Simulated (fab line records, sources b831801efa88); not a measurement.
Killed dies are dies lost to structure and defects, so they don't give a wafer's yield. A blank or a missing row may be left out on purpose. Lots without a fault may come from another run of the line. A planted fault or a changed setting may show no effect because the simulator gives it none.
Chamber matching | flow gf180mcu | GF_POLY_GATE_ETCH_13 on rie_si-02: 4 sister chambers
The step etches poly-Si in HBr/Cl2, stops on SiO2, target depth 198.5 nm, time 69.6 s. 8 wafers are shown with their chamber, then 7 later ones without.

WAFERS WITH THEIR CHAMBER
wafer  | chamber | drypump_motor_current_A (A) | mfc_cl2_sccm (sccm)
L976.5 | 0       | 5.5                         | 50.03
L979.2 | 1       | 5.4                         | 50.06
L979.4 | 0       | 5.6                         | 50.04
L982.6 | 3       | 6.2                         | 49.90
L983.2 | 1       | 5.4                         | 50.07
L983.4 | 3       | 6.2                         | 50.05
L983.6 | 2       | 4.8                         | 49.60
L985.4 | 2       | 4.8                         | 49.95

WAFERS WITHOUT THEIR CHAMBER
wafer  | drypump_motor_current_A (A) | mfc_cl2_sccm (sccm)
L985.6 | 5.6                         | 49.83
L986.3 | 5.6                         | 49.85
L986.4 | 5.4                         | 49.79
L988.6 | 5.6                         | 49.69
L996.2 | 5.6                         | 50.15
L996.3 | 6.2                         | 50.05
L996.4 | 5.4                         | 49.69

WHICH CHAMBER EACH WENT THROUGH
wafer  | from the rows above | in truth
L985.6 | 0                   | 0
L986.3 | 0                   | 0
L986.4 | 1                   | 1
L988.6 | 0                   | 0
L996.2 | 0                   | 0
L996.3 | 3                   | 3
L996.4 | 1                   | 1
Placed correctly: 7 of 7. Can't be placed from these rows: 0. Placed wrongly: 0.
How it was worked out, from the rows above alone: a wafer's distance from a chamber is the root of the sum, over the readings, of the square of ((its reading less the chamber's mean) divided by the reading's scatter). The wafer belongs to the nearest chamber; if the next one is less than 2 further off, it can't be placed. A chamber's mean is the mean of its shown wafers. The scatter: the root of (the sum of the squares of (reading less its chamber's mean) over the shown wafers, divided by (wafers less chambers)).
